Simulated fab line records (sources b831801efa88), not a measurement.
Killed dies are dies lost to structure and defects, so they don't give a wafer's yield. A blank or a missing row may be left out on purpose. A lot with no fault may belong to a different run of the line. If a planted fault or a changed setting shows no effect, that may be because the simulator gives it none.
Which tool is to blame? ; flow gf180mcu ; Sampling: 14 lots, 42 wafers, 4 of 602 route steps

## WHAT EACH GAUGE READ, for each wafer
GF_M2_CD_MEAS_14: target cd 280 nm. Usual: cd_nm 279.7 nm, standard deviation 1.1.
lot;measured;on;cd_nm (nm);flag
L227;day 19 09:36;cd_sem-01;281.4 280.2 281.1;
L228;day 19 11:22;cd_sem-02;279.8 279.9 280.3;
L229;day 19 21:14;cd_sem-01;280.4 280.0 280.0;
L230;day 20 08:25;cd_sem-01;280.0 279.5 280.9;
L234;day 21 17:41;cd_sem-02;278.5 279.2 279.3;
L233;day 21 20:20;cd_sem-02;- - -;OFF
L235;day 21 22:42;cd_sem-02;- - -;OFF
L236;day 22 13:38;cd_sem-02;278.0 278.8 277.8;
L244;day 25 02:56;cd_sem-01;279.5 280.9 281.3;
L245;day 25 13:38;cd_sem-01;280.2 278.6 280.9;
L246;day 25 20:47;cd_sem-01;281.0 282.1 281.0;
L247;day 26 00:20;cd_sem-02;280.3 280.0 279.9;
L248;day 26 08:52;cd_sem-01;278.5 277.9 278.3;
L249;day 26 16:36;cd_sem-02;279.8 279.5 280.5;

## TOOL THAT RAN EACH LOT (tool first, then ch and the chambers of the sampled wafers, then the start)
lot;GF_CONTACT_SPUTTER_23;GF_M2_SPUTTER_01;GF_M2_EXPOSE_11
L227;pvd_sputter-01, day 16 09:37;pvd_sputter-03, day 18 10:23;krf_scanner-02 ch 0, day 18 22:20
L228;pvd_sputter-03, day 16 11:49;pvd_sputter-02, day 18 11:39;krf_scanner-02 ch 0, day 19 00:04
L229;pvd_sputter-01, day 16 19:44;pvd_sputter-02, day 18 20:54;krf_scanner-01 ch 0, day 19 08:43
L230;pvd_sputter-01, day 17 06:25;pvd_sputter-04, day 19 07:43;krf_scanner-02 ch 0, day 19 20:22
L234;pvd_sputter-01, day 18 14:05;pvd_sputter-03, day 20 17:44;krf_scanner-02 ch 0, day 21 05:44
L233;pvd_sputter-02, day 18 16:37;pvd_sputter-02, day 20 20:24;krf_scanner-01, day 21 08:19
L235;pvd_sputter-03, day 18 19:43;pvd_sputter-04, day 20 22:47;krf_scanner-01, day 21 10:41
L236;pvd_sputter-01, day 19 09:50;pvd_sputter-04, day 21 14:01;krf_scanner-02 ch 0, day 22 01:56
L244;pvd_sputter-01, day 22 04:11;pvd_sputter-02, day 24 04:47;krf_scanner-02 ch 0, day 24 15:59
L245;pvd_sputter-02, day 22 15:40;pvd_sputter-04, day 24 16:41;krf_scanner-02 ch 0, day 25 03:36
L246;pvd_sputter-02, day 22 22:15;pvd_sputter-03, day 24 22:56;krf_scanner-02 ch 0, day 25 09:26
L247;pvd_sputter-02, day 23 03:22;pvd_sputter-02, day 25 03:35;krf_scanner-01 ch 0, day 25 14:04
L248;pvd_sputter-02, day 23 11:43;pvd_sputter-03, day 25 12:11;krf_scanner-01 ch 0, day 25 22:49
L249;pvd_sputter-03, day 23 20:15;pvd_sputter-03, day 25 20:03;krf_scanner-02 ch 0, day 26 06:34
- GF_CONTACT_SPUTTER_23: material TiN, target thk 10 nm, time 40 s.
- GF_M2_SPUTTER_01: material TiN, target thk 30 nm, time 25 s.
- GF_M2_EXPOSE_11: exposes mask Metal2, target cd 280 nm.

## AS READ BY THE TOOLS THEMSELVES (means over the sampled wafers that have a number; for cases with no such wafer, the mark the record gives instead)
GF_CONTACT_SPUTTER_23. Usual: throttle_valve_pct 29.8 %, standard deviation 1.3.
lot;tool;throttle_valve_pct (%);flag
L227;pvd_sputter-01;31.0;
L228;pvd_sputter-03;30.6;
L229;pvd_sputter-01;29.9;
L230;pvd_sputter-01;29.4;
L234;pvd_sputter-01;30.1;
L233;pvd_sputter-02;29.1;
L235;pvd_sputter-03;29.7;
L236;pvd_sputter-01;31.1;
L244;pvd_sputter-01;29.8;
L245;pvd_sputter-02;29.7;
L246;pvd_sputter-02;29.9;
L247;pvd_sputter-02;30.0;
L248;pvd_sputter-02;30.0;
L249;pvd_sputter-03;29.8;

GF_M2_SPUTTER_01. Usual: throttle_valve_pct 29.9 %, standard deviation 1.
lot;tool;throttle_valve_pct (%);flag
L227;pvd_sputter-03;30.3;
L228;pvd_sputter-02;29.4;
L229;pvd_sputter-02;29.2;
L230;pvd_sputter-04;30.4;
L234;pvd_sputter-03;29.7;
L233;pvd_sputter-02;29.4;
L235;pvd_sputter-04;30.7;
L236;pvd_sputter-04;30.7;
L244;pvd_sputter-02;29.9;
L245;pvd_sputter-04;30.7;
L246;pvd_sputter-03;29.7;
L247;pvd_sputter-02;30.0;
L248;pvd_sputter-03;30.3;
L249;pvd_sputter-03;29.8;

GF_M2_EXPOSE_11. Usual: exposure_dose_mJ_cm2 27.956, standard deviation 0.028; focus_offset_nm 0.1 nm, standard deviation 0.52; reticle_temp_C 22.97 C, standard deviation 0.085.
lot;tool;exposure_dose_mJ_cm2;focus_offset_nm (nm);reticle_temp_C (C);flag
L227;krf_scanner-02;27.968;-0.8;23.12;
L228;krf_scanner-02;27.935;0.4;22.94;
L229;krf_scanner-01;27.954;0.3;22.93;
L230;krf_scanner-02;27.935;0.4;23.03;
L234;krf_scanner-02;27.911;0.2;22.95;
L233;krf_scanner-01;-;-;-;OFF
L235;krf_scanner-01;-;-;-;OFF
L236;krf_scanner-02;28.001;-0.2;23.06;
L244;krf_scanner-02;27.977;0.3;22.86;
L245;krf_scanner-02;27.946;0.5;22.91;
L246;krf_scanner-02;27.968;0.4;23.08;
L247;krf_scanner-01;27.962;-0.1;23.01;
L248;krf_scanner-01;27.944;-0.2;22.90;
L249;krf_scanner-02;27.950;0.1;22.95;

## THE ANSWER, worked out from the rows above alone
Rule: a lot is off if the mean of its wafers that have a number lies more than 3 standard deviations from the usual mean. Also off: a lot with no number at a reading for which 4 or more lots have one. All remaining lots with rows at the step are treated as sound. Order of review: gauges by route order, followed by the tools' own readings, for which a lot's mean as printed above is used. At the first step where some lot is off, the reading lying furthest off is the one used; lots without a number count as furthest.
Off: L233, L235 (GF_M2_CD_MEAS_14, cd_nm). Without a number there: L233, L235.
A tool fits if, at a process step before that reading, it ran every lot that is off, and no sound lot after the first of them. The gauges at GF_M2_CD_MEAS_14 aren't tried: what is off there is off at GF_M2_EXPOSE_11 too, on other tools, and a gauge's error can't cause that. None of those tried fits.

## WHAT THE SIMULATOR HAD PUT IN
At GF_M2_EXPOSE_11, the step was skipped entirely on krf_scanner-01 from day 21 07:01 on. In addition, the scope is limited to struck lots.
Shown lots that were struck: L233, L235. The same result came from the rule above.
